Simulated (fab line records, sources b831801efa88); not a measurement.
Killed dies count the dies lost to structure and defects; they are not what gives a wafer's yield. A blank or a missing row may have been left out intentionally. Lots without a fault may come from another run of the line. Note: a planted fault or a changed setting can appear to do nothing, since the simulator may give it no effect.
fab line records    flow sky130
record: lots: 15  wafers: 45  last_day: 49
route steps=708 shown NWELL@76 GATE_OXIDE@196 RES_PROTECT@215 POLY_GATE@228 PAD_OPEN@708
lots that met no fault: from a run of the same line without faults
start_h: the number of hours between the record's first day and the start of the first shown wafer of the lot    wait_h: how many hours have passed since the lot's step before this one    " identical to the entry in the row above    L1.1+2: a single row standing in for several wafers    - value missing, or start not given    * or withheld: withheld    < > ~ a bound
route shown NAME@n: names a module that has steps shown in the file, with the first one's number in the route    usual: the fault-free wafers' mean and standard deviation    same: alike in all rows    chamber/n: place in a boat    sites: the reading at each site    _std_site: standard deviation of those values    _edge_site: mean of outer sites minus mean of inner sites    radius_mm: for every site, how far away it sits from the centre of the wafer    mask NAME#n: copy n    behind: tool/chamber where the wafer was last shaped    hold: the reason the lot was held/the length of the hold in hours/how it ended    device: whichever transistor did not switch (one of n, p or np)    end of line: the tests these same wafers got at the end of their route    where a step has no rows: the recipe by itself    killed: not the wafer's yield, but the dies lost to structure and defects at the first sort    map: a wafer's dies, marking killed ones x, the rest . and places with no die _
set.NAME: setting as actually run; set.NAME@STEP: the setting as run at that earlier step    model.NAME: the simulator's own value behind a step, which no gauge read
one table for each step of the route and one row for each wafer, over a sample of lots
== steps ==
step: SKY_NWELL_OVL_MEAS_23
usual: NWELL_01_OVL: -0.6/1.4
lot.wafer  tool        chamber  start_h  wait_h  NWELL_01_OVL[nm]
L200.2     overlay-01  -        108.84   -       1.1
L200.3     "           -        "        "       0.3
L200.6     "           -        "        "       0.4
L201.1     overlay-02  -        115.07   -       0.3
L201.2     "           -        "        "       0.9
L201.5     "           -        "        "       0.8
L202.2     overlay-02  -        122.39   -       -0.4
L202.3     "           -        "        "       -1.2
L202.6     "           -        "        "       -0.8
L203.1     overlay-02  -        126.93   -       -2.5
L203.3     "           -        "        "       -1.7
L203.4     "           -        "        "       -0.3
L204.3     overlay-02  -        134.08   -       0.7
L204.4     "           -        "        "       0.3
L204.6     "           -        "        "       1.3
L205.3     overlay-01  -        135.98   -       -3.1
L205.4     "           -        "        "       -1.6
L205.6     "           -        "        "       -0.4
L208.2     overlay-02  -        161.88   -       -0.6
L208.4     "           -        "        "       -2.5
L208.5     "           -        "        "       1.6
L210.1     overlay-02  -        174.42   -       -0.4
L210.3     "           -        "        "       -1.1
L210.4     "           -        "        "       -0.4
L211.1     overlay-02  -        177.23   -       -1.6
L211.3     "           -        "        "       -1.4
L211.6     "           -        "        "       -1.8
L212.2     overlay-02  -        183.83   -       -0.9
L212.4     "           -        "        "       -1.8
L212.5     "           -        "        "       -0.5
L213.1     overlay-02  -        191.12   -       0.0
L213.3     "           -        "        "       -2.1
L213.4     "           -        "        "       -1.1
L214.1     overlay-02  -        195.18   -       -0.4
L214.2     "           -        "        "       -2.2
L214.6     "           -        "        "       -1.9
L215.2     overlay-01  -        198.89   -       1.1
L215.4     "           -        "        "       -0.9
L215.5     "           -        "        "       -1.1
L217.4     overlay-02  -        210.50   -       -3.7
L217.5     "           -        "        "       -1.1
L217.6     "           -        "        "       -0.1
L219.2     overlay-02  -        221.79   -       -1.3
L219.3     "           -        "        "       -0.8
L219.5     "           -        "        "       -1.0
step: SKY_GATE_OXIDE_DEVELOP_09
recipe: resist: NOVOLAK  developer: TMAH  develop_time_s: 60  dev_temp_c: 23
usual: developer_temp_C: 23.00/0.096
lot.wafer  tool            chamber  start_h  wait_h  developer_temp_C
L200.2     litho_track-01  0        312.74   0.1     22.95
L200.3     "               0        "        "       22.82
L200.6     "               0        "        "       23.02
L201.1     litho_track-04  0        329.88   0.1     23.03
L201.2     "               0        "        "       22.98
L201.5     "               0        "        "       23.03
L202.2     litho_track-01  0        330.44   0.1     22.92
L202.3     "               0        "        "       22.95
L202.6     "               0        "        "       22.91
L203.1     litho_track-03  0        344.67   0.1     23.01
L203.3     "               0        "        "       23.20
L203.4     "               0        "        "       23.14
L205.3     litho_track-04  0        351.48   0.1     22.94
L205.4     "               0        "        "       22.84
L205.6     "               0        "        "       22.93
L204.3     litho_track-04  0        353.08   0.1     23.03
L204.4     "               0        "        "       23.07
L204.6     "               0        "        "       23.06
L208.2     litho_track-04  0        391.25   0.1     22.81
L208.4     "               0        "        "       22.92
L208.5     "               0        "        "       22.82
L210.1     litho_track-04  0        406.68   0.1     22.89
L210.3     "               0        "        "       22.90
L210.4     "               0        "        "       22.85
L211.1     litho_track-04  0        406.98   0.1     22.93
L211.3     "               0        "        "       23.01
L211.6     "               0        "        "       23.03
L212.2     litho_track-03  0        419.95   0.1     23.03
L212.4     "               0        "        "       23.07
L212.5     "               0        "        "       23.03
L213.1     litho_track-04  0        427.03   0.1     23.17
L213.3     "               0        "        "       23.00
L213.4     "               0        "        "       23.07
L214.1     litho_track-04  0        435.38   0.1     22.13
L214.2     "               0        "        "       22.15
L214.6     "               0        "        "       21.99
L215.2     litho_track-04  0        438.45   0.1     22.03
L215.4     "               0        "        "       22.09
L215.5     "               0        "        "       22.09
L217.4     litho_track-04  0        455.90   0.1     22.22
L217.5     "               0        "        "       22.05
L217.6     "               0        "        "       22.23
L219.2     litho_track-03  0        476.30   0.1     22.93
L219.3     "               0        "        "       23.05
L219.5     "               0        "        "       23.17
step: SKY_RES_PROTECT_TW_MEAS_08
usual: POLY_GATE_TW: 4072/40
lot.wafer  tool           chamber  start_h  wait_h  POLY_GATE_TW
L200.2     film_metro-04  -        348.08   0.1     4095
L200.3     "              -        "        "       4098
L200.6     "              -        "        "       4083
L201.1     film_metro-03  -        361.22   0.1     4009
L201.2     "              -        "        "       4040
L201.5     "              -        "        "       4032
L202.2     film_metro-01  -        362.13   0.1     4089
L202.3     "              -        "        "       4095
L202.6     "              -        "        "       4089
L203.1     film_metro-01  -        376.83   0.1     4074
L203.3     "              -        "        "       4077
L203.4     "              -        "        "       4081
L205.3     film_metro-03  -        383.84   0.1     4021
L205.4     "              -        "        "       4028
L205.6     "              -        "        "       4035
L204.3     film_metro-01  -        385.74   0.1     4124
L204.4     "              -        "        "       4120
L204.6     "              -        "        "       4100
L208.2     film_metro-03  -        425.38   0.1     4006
L208.4     "              -        "        "       3986
L208.5     "              -        "        "       4036
L210.1     film_metro-04  -        441.43   0.1     4072
L210.3     "              -        "        "       4043
L210.4     "              -        "        "       4049
L211.1     film_metro-01  -        441.87   0.1     4161
L211.3     "              -        "        "       4141
L211.6     "              -        "        "       4133
L212.2     film_metro-04  -        456.53   0.1     4099
L212.4     "              -        "        "       4093
L212.5     "              -        "        "       4096
L213.1     film_metro-03  -        461.92   0.1     4051
L213.3     "              -        "        "       4029
L213.4     "              -        "        "       4033
L214.1     film_metro-04  -        471.22   0.1     4075
L214.2     "              -        "        "       4073
L214.6     "              -        "        "       4086
L215.2     film_metro-01  -        473.23   0.1     4120
L215.4     "              -        "        "       4120
L215.5     "              -        "        "       4106
L217.4     film_metro-03  -        490.35   0.1     4010
L217.5     "              -        "        "       4013
L217.6     "              -        "        "       4007
L219.2     film_metro-01  -        510.83   0.1     4110
L219.3     "              -        "        "       4086
L219.5     "              -        "        "       4106
step: SKY_POLY_GATE_OVL_MEAS_14
usual: POLY_GATE_OVL: 2/4.7
lot.wafer  tool        chamber  start_h  wait_h  POLY_GATE_OVL[nm]
L200.2     overlay-02  -        378.25   0.1     8
L200.3     "           -        "        "       2
L200.6     "           -        "        "       4
L201.1     overlay-01  -        391.39   0.1     -8
L201.2     "           -        "        "       -3
L201.5     "           -        "        "       -4
L202.2     overlay-01  -        396.05   0.1     2
L202.3     "           -        "        "       4
L202.6     "           -        "        "       1
L203.1     overlay-02  -        408.64   0.1     -2
L203.3     "           -        "        "       10
L203.4     "           -        "        "       8
L205.3     overlay-01  -        416.06   0.1     -7
L205.4     "           -        "        "       0
L205.6     "           -        "        "       0
L204.3     overlay-02  -        418.05   0.1     4
L204.4     "           -        "        "       -3
L204.6     "           -        "        "       -3
L208.2     overlay-01  -        458.00   0.1     2
L208.4     "           -        "        "       -5
L208.5     "           -        "        "       -9
L210.1     overlay-01  -        474.09   0.1     8
L210.3     "           -        "        "       3
L210.4     "           -        "        "       -2
L211.1     overlay-02  -        474.55   0.1     2
L211.3     "           -        "        "       1
L211.6     "           -        "        "       7
L212.2     overlay-01  -        489.65   0.1     0
L212.4     "           -        "        "       2
L212.5     "           -        "        "       2
L213.1     overlay-01  -        493.80   0.1     -2
L213.3     "           -        "        "       1
L213.4     "           -        "        "       5
L214.1     overlay-01  -        503.70   0.1     12
L214.2     "           -        "        "       6
L214.6     "           -        "        "       10
L215.2     overlay-02  -        505.35   0.1     4
L215.4     "           -        "        "       2
L215.5     "           -        "        "       -1
L217.4     overlay-02  -        522.13   0.1     1
L217.5     "           -        "        "       4
L217.6     "           -        "        "       -1
L219.2     overlay-02  -        542.34   0.1     -4
L219.3     "           -        "        "       -4
L219.5     "           -        "        "       -6
step: SKY_PAD_OPEN_PROBE_99
usual: killed_at_M0_to_M3: 44/7.7  killed_at_M4_up: 3.2/1.7  killed_at_contacts: 24/5.3  killed_at_front_end: 15/4.3  killed_at_other: 0.3/0.57  killed_dies: 87/11  killed_open: 47/7.4  killed_short: 40/6.5
same: gross_dies: 492  killed_at_back_side: 0
lot.wafer  tool       chamber  start_h  wait_h  killed_at_M0_to_M3  killed_at_M4_up  killed_at_contacts  killed_at_front_end  killed_at_other  killed_dies  killed_open  killed_short
L211.1     prober-02  -        1145.80  0.1     41                  4                24                  21                   0                90           46           44
L211.3     prober-02  -        1145.90  0.2     50                  3                24                  18                   1                96           48           48
L211.6     prober-02  -        1146.05  0.2     46                  3                16                  23                   0                88           38           50
killed by level:class
L211.1 FIELD_ISO:geometric_particle:open=9 VIA3:geometric_particle:open=8 METAL2:geometric_particle:short=8 LI_CONTACT:geometric_particle:short=7 VIA1:geometric_particle:open=7 LI_CONTACT:geometric_particle:open=5 CONTACT:geometric_particle:short=5 VIA2:geometric_particle:open=4
L211.3 VIA3:geometric_particle:open=11 FIELD_ISO:geometric_particle:short=7 VIA2:geometric_particle:open=7 LI_CONTACT:geometric_particle:open=7 CONTACT:geometric_particle:open=6 VIA1:geometric_particle:open=6 METAL2:geometric_particle:short=5 VIA2:geometric_particle:short=5
L211.6 FIELD_ISO:geometric_particle:short=8 METAL1:geometric_particle:short=7 METAL2:geometric_particle:short=7 VIA1:geometric_particle:open=6 VIA3:geometric_particle:short=6 FIELD_ISO:geometric_particle:open=5 LOCAL_INTERCONNECT:geometric_particle:short=5 CONTACT:geometric_particle:open=5
== key ==
first_sign: step: SKY_GATE_OXIDE_DEVELOP_09  reading: developer_temp_C  direction: down  sigmas: 9.3  usual: *  struck: *
effect none on later readings
met_at SKY_GATE_OXIDE_DEVELOP_09
struck_lots L214,L215,L217
tester_left_out L214,L215,L217
not_acting_at SKY_NWELL_OVL_MEAS_23,SKY_RES_PROTECT_TW_MEAS_08,SKY_POLY_GATE_OVL_MEAS_14
onset_between 427.03 435.38
fault: kind: process_parameter_drift  tool: litho_track-04  chamber: -  onset_h: 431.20  steps: SKY_GATE_OXIDE_DEVELOP_09  channel: dev_temp_c  offset: *  shape: step  end_h: 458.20  acts_in: *  stated: *
tester_left_out: of these lots the tester's yield and bins aren't shown, on N5 and GAA mostly nor the transistor test; their killed dies are dies lost to structure and defects alone, not to doping, threshold or leakage, so they don't give the yield
